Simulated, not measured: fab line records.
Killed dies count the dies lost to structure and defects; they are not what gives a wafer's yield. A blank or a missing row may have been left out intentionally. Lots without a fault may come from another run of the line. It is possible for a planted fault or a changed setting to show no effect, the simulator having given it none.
fab line records	flow gf180mcu
record: lots: 5	wafers: 14	lastDay: 33
route steps=602 shown M1@327 V1@335 M2@362
lots that met no fault: from a run of the same line without faults
startH: hours from the record's first day to the start of the lot's first wafer shown	waitH: time in hours since the lot's previous step	" repeats the value in the row above	L1.1+2: one row covering several wafers at once	- value missing, or start not given	* or withheld: withheld	< > ~ a bound
route shown NAME@n: a module of which the file shows steps, and the number in the route of the first	usual: average and standard deviation across the fault-free wafers	same: alike in all rows	chamber/n: place in a boat	sites: per-site readings	_std_site: standard deviation of those values	_edge_site: inner sites' mean taken away from outer sites' mean	radiusMm: for every site, how far away it sits from the centre of the wafer	mask NAME#n: copy n	behind: tool/chamber where the wafer was last shaped	hold: why the lot went on hold/how many hours it stayed there/how the hold came to an end	device: whichever transistor did not switch (one of n, p or np)	end of line: tests run on the same wafers once the route is complete	step lacking rows: just its recipe	killed: not the wafer's yield, but the dies lost to structure and defects at the first sort	map: a wafer's dies, marking killed ones x, the rest . and places with no die _
set.NAME: the setting as run; set.NAME@STEP: as run at that earlier step	model.NAME: the simulator's own value behind a step, which no gauge read
lots at some steps of the route; a table a step, a row a wafer
services: the hour from which a tool's chamber was out of use, counted from the record's first day as startH (under 0 if before that day), plus the number of hours and why
== steps ==
step: GF_M1_PEB_12
recipe: pebTempC: 135	pebTimeS: 90	resist: KrF
step: GF_M1_DEVELOP_13
recipe: developTimeS: 60	devTempC: 21
step: GF_M1_CD_MEAS_14
recipe: targetCdNm: 230
usual: cdNm: 229.7/1.3
lot.wafer	tool	chamber	startH	waitH	cdNm
L981.2	cdSem-01	-	397.38	0.1	228.5
L981.3	"	-	"	"	229.4
L981.6	"	-	"	"	228.9
L988.2	cdSem-02	-	466.38	0.1	229.8
L988.3	"	-	"	"	229.3
L988.4	"	-	"	"	229.8
L990.2	cdSem-01	-	479.03	0.1	232.2
L990.4	"	-	"	"	231.5
L990.6	"	-	"	"	231.8
L994.3	cdSem-02	-	507.80	0.1	231.9
L994.6	"	-	"	"	232.0
L996.1	cdSem-02	-	532.45	0.1	231.5
L996.3	"	-	"	"	230.1
L996.6	"	-	"	"	230.4
step: GF_M1_OVL_MEAS_15
usual: M1_OVL: 1/5.5
lot.wafer	tool	chamber	startH	waitH	M1_OVL[nm]
L981.2	overlay-01	-	397.48	0.1	7
L981.3	"	-	"	"	8
L981.6	"	-	"	"	11
L988.2	overlay-01	-	466.48	0.1	-4
L988.3	"	-	"	"	4
L988.4	"	-	"	"	5
L990.2	overlay-02	-	479.13	0.1	-3
L990.4	"	-	"	"	2
L990.6	"	-	"	"	-4
L994.3	overlay-02	-	507.89	0.1	-2
L994.6	"	-	"	"	2
L996.1	overlay-01	-	532.57	0.1	-4
L996.3	"	-	"	"	1
L996.6	"	-	"	"	-7
step: GF_M1_METAL_ETCH_16
recipe: chemistry: Cl2/BCl3	maskMaterial: KrF	targetDepthNm: 627.5	stopOn: SiO2	pressureMtorr: 8	icpW: 800	biasW: 140	Cl2_flow_sccm: 80	bcl3FlowSccm: 40	timeS: 104.6
step: GF_M1_STRIP_17
recipe: chemistry: O2/N2	powerW: 1400	pressureMtorr: 1500	platenTempC: 250	o2FlowSccm: 3000	n2FlowSccm: 300	overashFraction: 0.5
step: GF_M1_STRIP_18
recipe: chemistry: postEtchResidueRemover	timeS: 1200	tempC: 72.5
step: GF_M1_CLEAN_19
recipe: chemistry: DIW	dry: n2Spin
step: GF_V1_CVD_00
recipe: material: SiO2	targetThkNm: 600	sigmaOpenFrac: 0.3	tempC: 400	timeS: 100	sih4FlowSccm: 60	pressureMtorr: 6
step: GF_V1_THK_MEAS_01
recipe: reads: SiO2_of_V1_CVD_00
usual: V1_CVD_00_THK: 603/6.5
lot.wafer	tool	chamber	startH	waitH	V1_CVD_00_THK[nm]
L981.2	filmMetro-01	-	398.27	0.0	592
L981.3	"	-	"	"	592
L981.6	"	-	"	"	597
L988.2	filmMetro-01	-	467.24	0.0	608
L988.3	"	-	"	"	595
L988.4	"	-	"	"	605
L990.2	filmMetro-01	-	479.90	0.0	608
L990.4	"	-	"	"	597
L990.6	"	-	"	"	594
L994.3	filmMetro-04	-	508.79	0.1	612
L994.6	"	-	"	"	600
L996.1	filmMetro-04	-	533.32	0.0	613
L996.3	"	-	"	"	603
L996.6	"	-	"	"	600
step: GF_V1_CVD_02
recipe: material: SiO2	targetThkNm: 850	precursor: TEOS	tempC: 400	timeS: 94.851	rfW: 600
usual: heaterPowerW: 616/150
lot.wafer	tool	chamber	startH	waitH	heaterPowerW
L981.2	pecvd-01	2	398.32	0.0	563
L981.3	"	0	"	"	489
L981.6	"	2	"	"	443
L988.2	pecvd-02	2	467.29	0.0	630
L988.3	"	1	"	"	762
L988.4	"	2	"	"	509
L990.2	pecvd-02	2	479.95	0.0	627
L990.4	"	1	"	"	755
L990.6	"	2	"	"	582
L994.3	pecvd-01	1	508.83	0.0	616
L994.6	"	2	"	"	535
L996.1	pecvd-01	0	533.38	0.1	544
L996.3	"	2	"	"	532
L996.6	"	2	"	"	571
step: GF_V1_THK_MEAS_03
recipe: reads: SiO2_of_V1_CVD_02
usual: V1_CVD_02_THK: 852/12
lot.wafer	tool	chamber	startH	waitH	V1_CVD_02_THK[nm]
L981.2	filmMetro-02	-	398.40	0.0	851
L981.3	"	-	"	"	854
L981.6	"	-	"	"	863
L988.2	filmMetro-04	-	467.37	0.0	840
L988.3	"	-	"	"	820
L988.4	"	-	"	"	848
L990.2	filmMetro-04	-	480.06	0.1	846
L990.4	"	-	"	"	843
L990.6	"	-	"	"	855
L994.3	filmMetro-01	-	508.92	0.1	836
L994.6	"	-	"	"	854
L996.1	filmMetro-01	-	533.45	0.0	849
L996.3	"	-	"	"	843
L996.6	"	-	"	"	855
step: GF_V1_CMP_04
recipe: material: SiO2	downForcePsi: 4	platenRpm: 60	padVelocityMS: 0.94248
usual: motorCurrentA: 12.1/1.4	timeToEndpointS: 82/5.6
lot.wafer	tool	chamber	startH	waitH	motorCurrentA	timeToEndpointS	model.SiO2_of_V1_CVD_02.thkNm
L981.2	cmp-02	0	398.50	0.1	14.0	84	631.8
L981.3	"	2	"	"	12.6	89	633.3
L981.6	"	3	"	"	11.7	85	631.4
L988.2	cmp-02	3	467.42	0.0	11.4	75	633.2
L988.4	"	0	"	"	14.5	82	632.6
L988.3	"	2	"	"	12.3	74	634.3
L990.2	cmp-01	2	480.11	0.0	11.3	80	632.9
L990.4	"	0	"	"	11.4	79	632.5
L990.6	"	3	"	"	14.6	79	631.5
L994.3	cmp-01	0	509.01	0.1	10.8	98	703.6
L994.6	"	3	"	"	14.0	83	631.7
L996.3	cmp-02	1	533.51	0.0	11.2	79	631
L996.1	"	3	"	"	11.5	78	631.3
L996.6	"	2	"	"	12.6	83	632.6
step: GF_V1_BOW_MEAS_05
recipe: mode: bow
usual: V1_BOW: 83/7.2
lot.wafer	tool	chamber	startH	waitH	V1_BOW[um]
L981.2	filmMetro-01	-	398.77	0.2	79
L981.3	"	-	"	"	79
L981.6	"	-	"	"	93
L988.2	filmMetro-02	-	467.74	0.3	73
L988.3	"	-	"	"	84
L988.4	"	-	"	"	90
L990.2	filmMetro-01	-	480.43	0.3	96
L990.4	"	-	"	"	85
L990.6	"	-	"	"	86
L994.3	filmMetro-04	-	509.30	0.2	69
L994.6	"	-	"	"	83
L996.1	filmMetro-01	-	533.81	0.1	95
L996.3	"	-	"	"	88
L996.6	"	-	"	"	88
step: GF_V1_DEHYDRATE_06
recipe: tempC: 200	timeS: 60
step: GF_V1_HMDS_07
recipe: primeTimeS: 60	primeTempC: 120
step: GF_V1_COAT_08
recipe: resist: BARC	tempC: withheld	timeS: withheld	spinRpm: withheld	resistThkNm: withheld
step: GF_V1_COAT_09
recipe: resist: KrF	spinRpm: withheld	resistThkNm: 1000
step: GF_V1_SOFTBAKE_10
recipe: tempC: 130	timeS: 60	resist: KrF
step: GF_V1_EXPOSE_11
recipe: maskId: Via1	targetCdNm: 260	na: 0.68	sourceShape: conventional	sigmaOuter: 0.6	doseMj: 38
step: GF_V1_PEB_12
recipe: pebTempC: 135	pebTimeS: 90	resist: KrF
step: GF_V1_DEVELOP_13
recipe: developTimeS: 60	resist: KrF	devTempC: 21
step: GF_V1_CD_MEAS_14
recipe: targetCdNm: 260
usual: cdNm: 260.2/1.1
lot.wafer	tool	chamber	startH	waitH	cdNm
L981.2	cdSem-02	-	421.47	0.1	258.5
L981.3	"	-	"	"	258.4
L981.6	"	-	"	"	259.7
L988.2	cdSem-02	-	491.42	0.1	261.4
L988.3	"	-	"	"	260.5
L988.4	"	-	"	"	262.7
L990.2	cdSem-01	-	504.13	0.1	260.5
L990.4	"	-	"	"	260.4
L990.6	"	-	"	"	260.1
L994.3	cdSem-02	-	532.30	0.1	261.3
L994.6	"	-	"	"	261.0
L996.1	cdSem-02	-	556.20	0.1	260.6
L996.3	"	-	"	"	261.0
L996.6	"	-	"	"	261.0
step: GF_V1_OVL_MEAS_15
usual: V1_OVL: 0/5.4
lot.wafer	tool	chamber	startH	waitH	V1_OVL[nm]
L981.2	overlay-01	-	421.58	0.1	-2
L981.3	"	-	"	"	-4
L981.6	"	-	"	"	-2
L988.2	overlay-01	-	491.53	0.1	-2
L988.3	"	-	"	"	-1
L988.4	"	-	"	"	-1
L990.2	overlay-02	-	504.24	0.1	-5
L990.4	"	-	"	"	1
L990.6	"	-	"	"	-1
L994.3	overlay-02	-	532.39	0.1	-3
L994.6	"	-	"	"	-11
L996.1	overlay-02	-	556.32	0.1	6
L996.3	"	-	"	"	11
L996.6	"	-	"	"	5
step: GF_V1_ETCH_16
recipe: chemistry: N2/H2	targetDepthA: withheld	overetchA: withheld	timeS: withheld	target: BARC	ionEnergyEv: 200	sourceW: 500	biasW: 100	pressureMtorr: 30	n2FlowSccm: 100	h2FlowSccm: 200
usual: drypumpMotorCurrentA: 5.9/0.33	h2FlowSccm: 200.0/0.53	oesProductAu: 0.855/0.0042	throttleValvePct: 13.225/0.0096
lot.wafer	tool	chamber	startH	waitH	drypumpMotorCurrentA	h2FlowSccm	oesProductAu	throttleValvePct
L981.2	rieDiel-02	1	421.61	0.0	6.0	200.3	0.850	13.236
L981.3	"	2	"	"	6.3	200.2	0.859	13.225
L981.6	"	3	"	"	5.6	199.9	0.853	13.237
L988.2	rieDiel-01	1	491.56	0.0	5.8	199.4	0.854	13.229
L988.3	"	0	"	"	5.3	200.8	0.851	13.249
L988.4	"	2	"	"	6.4	198.9	0.858	13.221
L990.2	rieDiel-01	3	504.27	0.0	5.8	200.4	0.850	13.227
L990.4	"	1	"	"	5.8	200.1	0.852	13.209
L990.6	"	3	"	"	5.8	200.4	0.853	13.237
L994.3	rieDiel-01	1	532.42	0.0	5.8	200.3	0.850	13.225
L994.6	"	0	"	"	5.3	200.0	0.854	13.236
L996.1	rieDiel-02	3	556.36	0.0	5.6	200.3	0.855	13.232
L996.3	"	2	"	"	6.2	199.7	0.860	13.233
L996.6	"	2	"	"	6.2	200.7	0.849	13.231
step: GF_V1_ETCH_17
recipe: chemistry: C4F8/O2/Ar	maskMaterial: KrF	target: SiO2	stopOn: TiN	sourceW: 1500	biasW: 1200	pressureMtorr: 40	c4f8FlowSccm: withheld	O2_flow_sccm: 6	Ar_flow_sccm: 300	timeS: withheld	targetDepthA: 6300
usual: oesProductAu: 0.856/0.0049
lot.wafer	tool	chamber	startH	waitH	oesProductAu	model.V1.featureDepthNm	model.etch.depthNm
L981.2	rieDiel-02	1	-	-	0.862	631.8	631.8
L981.3	"	2	"	"	0.854	633.3	633.3
L981.6	"	3	"	"	0.855	631.4	631.4
L988.2	rieDiel-01	1	-	-	0.853	633.2	633.2
L988.3	"	0	"	"	0.854	634.3	634.3
L988.4	"	2	"	"	0.856	632.6	632.6
L990.2	rieDiel-01	3	-	-	0.855	632.9	632.9
L990.4	"	1	"	"	0.857	632.5	632.5
L990.6	"	3	"	"	0.854	631.5	631.5
L994.3	rieDiel-01	1	-	-	0.915	703.6	703.6
L994.6	"	0	"	"	0.851	631.7	631.7
L996.1	rieDiel-02	3	-	-	0.855	631.3	631.3
L996.3	"	2	"	"	0.852	631	631
L996.6	"	2	"	"	0.864	632.6	632.6
step: GF_V1_STRIP_18
recipe: chemistry: O2/N2	powerW: 1400	pressureMtorr: 1500	platenTempC: 250	o2FlowSccm: 3000	n2FlowSccm: 300	overashFraction: 0.5
usual: drypumpMotorCurrentA: 5.6/0.31	heaterPowerW: 322/10	oesProductAu: 0.593/0.005
lot.wafer	tool	chamber	startH	waitH	drypumpMotorCurrentA	heaterPowerW	oesProductAu	rfHoursCounterH
L981.2	plasmaAsher-01	1	421.74	-	5.3	329	0.601	81
L981.3	"	1	"	"	5.3	320	0.596	-
L981.6	"	0	"	"	5.5	314	0.592	-
L988.2	plasmaAsher-03	1	491.69	-	6.2	327	0.584	72
L988.3	"	0	"	"	5.4	333	0.595	-
L988.4	"	1	"	"	6.2	329	0.604	-
L990.2	plasmaAsher-03	1	504.40	-	6.3	337	0.589	73
L990.4	"	1	"	"	6.2	332	0.591	-
L990.6	"	1	"	"	6.3	336	0.598	-
L994.3	plasmaAsher-02	1	532.58	-	5.9	309	0.584	-
L994.6	"	1	"	"	5.9	308	0.591	-
L996.1	plasmaAsher-01	0	556.49	-	5.6	308	0.590	96
L996.3	"	1	"	"	5.3	326	0.597	-
L996.6	"	1	"	"	5.3	327	0.592	-
step: GF_V1_STRIP_19
recipe: chemistry: postEtchResidueRemover	timeS: 1200	tempC: 72.5
step: GF_V1_CLEAN_20
recipe: chemistry: DIW	dry: n2Spin
step: GF_V1_SPUTTER_21
recipe: material: Ti	targetThkNm: 15	chamberPressurePa: 5	powerW: 2500	substrateTempC: 200	timeS: 80.02
usual: throttleValvePct: 29.7/0.72
lot.wafer	tool	chamber	startH	waitH	throttleValvePct
L981.2	pvdSputter-01	-	422.30	0.0	29.0
L981.3	"	-	"	"	29.1
L981.6	"	-	"	"	29.0
L988.2	pvdSputter-04	-	492.26	0.0	29.9
L988.3	"	-	"	"	30.1
L988.4	"	-	"	"	28.7
L990.2	pvdSputter-01	-	504.93	0.0	30.6
L990.4	"	-	"	"	29.0
L990.6	"	-	"	"	30.7
L994.3	pvdSputter-04	-	533.09	0.0	28.5
L994.6	"	-	"	"	30.2
L996.1	pvdSputter-03	-	557.05	0.0	29.5
L996.3	"	-	"	"	30.2
L996.6	"	-	"	"	30.9
step: GF_V1_SPUTTER_22
recipe: material: TiN	targetThkNm: 10	chamberPressurePa: 5	powerW: 4000	timeS: 40
usual: throttleValvePct: 29.7/0.71
lot.wafer	tool	chamber	startH	waitH	throttleValvePct
L981.2	pvdSputter-01	-	422.36	0.0	29.0
L981.3	"	-	"	"	29.4
L981.6	"	-	"	"	28.9
L988.2	pvdSputter-04	-	492.32	0.0	30.0
L988.3	"	-	"	"	30.6
L988.4	"	-	"	"	28.9
L990.2	pvdSputter-01	-	504.99	0.0	31.1
L990.4	"	-	"	"	28.9
L990.6	"	-	"	"	30.5
L994.3	pvdSputter-04	-	533.15	0.0	28.6
L994.6	"	-	"	"	30.2
L996.1	pvdSputter-03	-	557.11	0.0	29.3
L996.3	"	-	"	"	30.1
L996.6	"	-	"	"	30.7
step: GF_V1_CVD_23
recipe: material: W	targetThkNm: 350	timeS: 105.05	tempC: 400	pressureTorr: 40
step: GF_V1_RS_MEAS_24
recipe: thkMeasGauge: four-point-probe	reads: W_of_V1_CVD_23+TiN_of_V1_SPUTTER_22+Ti_of_V1_SPUTTER_21
usual: V1_W_RS: 0.328/0.0032
lot.wafer	tool	chamber	startH	waitH	V1_W_RS[ohm/sq]
L981.2	filmMetro-04	-	422.53	0.1	0.325
L981.3	"	-	"	"	0.328
L981.6	"	-	"	"	0.327
L988.2	filmMetro-02	-	492.49	0.1	0.327
L988.3	"	-	"	"	0.329
L988.4	"	-	"	"	0.325
L990.2	filmMetro-01	-	505.16	0.1	0.328
L990.4	"	-	"	"	0.324
L990.6	"	-	"	"	0.324
L994.3	filmMetro-02	-	533.34	0.1	0.331
L994.6	"	-	"	"	0.327
L996.1	filmMetro-01	-	557.26	0.1	0.327
L996.3	"	-	"	"	0.328
L996.6	"	-	"	"	0.326
step: GF_V1_THK_MEAS_25
recipe: thkMeasGauge: xrf	reads: W_of_V1_CVD_23
usual: V1_W_THK: 344/3.6
lot.wafer	tool	chamber	startH	waitH	V1_W_THK[nm]
L981.2	filmMetro-04	-	422.64	0.1	345
L981.3	"	-	"	"	343
L981.6	"	-	"	"	346
L988.2	filmMetro-02	-	492.60	0.1	348
L988.3	"	-	"	"	343
L988.4	"	-	"	"	348
L990.2	filmMetro-01	-	505.27	0.1	340
L990.4	"	-	"	"	342
L990.6	"	-	"	"	342
L994.3	filmMetro-02	-	533.44	0.1	343
L994.6	"	-	"	"	347
L996.1	filmMetro-01	-	557.38	0.1	339
L996.3	"	-	"	"	340
L996.6	"	-	"	"	342
step: GF_V1_CMP_26
recipe: stopOn: SiO2	downForcePsi: 3.5	platenRpm: 60	tOverpolishS: 15	targetThkNm: 0	padVelocityMS: 0.94248
usual: motorCurrentA: 11.2/1.3
lot.wafer	tool	chamber	startH	waitH	motorCurrentA	model.SiO2_of_V1_CVD_02.thkNm
L981.3	cmp-02	3	422.74	0.1	11.2	629.5
L981.2	"	1	"	"	10.0	628
L981.6	"	3	"	"	10.7	627.7
L988.3	cmp-01	1	492.65	0.0	10.0	630.5
L988.4	"	2	"	"	10.4	628.8
L988.2	"	3	"	"	13.4	629.4
L990.4	cmp-02	0	505.32	0.0	13.4	628.7
L990.2	"	1	"	"	10.4	629.1
L990.6	"	1	"	"	10.2	627.7
L994.3	cmp-01	1	533.53	0.1	10.3	699.8
L994.6	"	0	"	"	10.1	627.9
L996.1	cmp-01	0	557.44	0.1	10.0	627.5
L996.3	"	3	"	"	13.2	627.2
L996.6	"	1	"	"	10.2	628.8
step: GF_M2_SPUTTER_00
recipe: material: Ti	targetThkNm: 37.5	arrivingIonEnergyEv: 80	substrateTempC: 200	chamberPressurePa: 2	powerW: 4000	timeS: 150
== services ==
tool	chamber	startH	hours	kind
pecvd-02	-	376.27	2.8	pm
cmp-01	-	377.26	3.3	pm
plasmaAsher-01	-	384.36	4.9	repair
plasmaAsher-01	-	386.80	0.4	repair
rieDiel-01	0	390.27	2.8	repair
rieDiel-02	-	390.64	0.6	repair
rieDiel-01	-	395.51	2.8	pm
rieDiel-02	1	402.51	12.1	repair
cmp-02	-	404.29	4.0	pm
cmp-02	-	404.65	1.0	repair
rieDiel-02	-	405.74	0.6	repair
rieDiel-02	-	406.72	14.6	pm
rieDiel-01	1	407.05	11.8	repair
rieDiel-02	0	422.79	16.2	repair
cmp-02	-	430.34	1.1	repair
rieDiel-01	1	476.92	1.5	repair
rieDiel-01	-	476.98	0.7	repair
cmp-01	-	477.91	0.9	repair
cmp-02	-	486.00	7.8	pm
pvdSputter-01	-	489.34	14.7	repair
pecvd-01	-	497.71	6.0	pm
rieDiel-01	3	542.76	3.3	repair
pvdSputter-04	-	549.36	1.3	repair
cmp-02	-	553.18	1.6	repair
== key ==
firstSign: step: GF_V1_ETCH_17	reading: oesProductAu	direction: up	sigmas: 12	usual: 0.856	struck: 0.915
effect none on later readings
modelEffect: step: GF_V1_CMP_04	value: SiO2_of_V1_CVD_02.thkNm	without: 632.5	struck: 703.6
modelEffect: step: GF_V1_ETCH_17	value: V1.featureDepthNm	without: 632.5	struck: 703.6
modelEffect: step: GF_V1_CMP_26	value: SiO2_of_V1_CVD_02.thkNm	without: 628.7	struck: 699.8
metAt GF_V1_CMP_04
struckWafers L994.3
sortLeftOut L994.3
onsetBetween 480.11 509.01
fault: kind: processParameterDrift	tool: cmp-01	chamber: -	onsetH: 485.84	steps: GF_V1_CMP_04	channel: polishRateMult	offset: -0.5	shape: step	endH: 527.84	scope: struckWafersOnly
sortLeftOut: the simulated sort isn't trusted on such a fault, so these wafers' sort isn't shown, and their yield isn't known
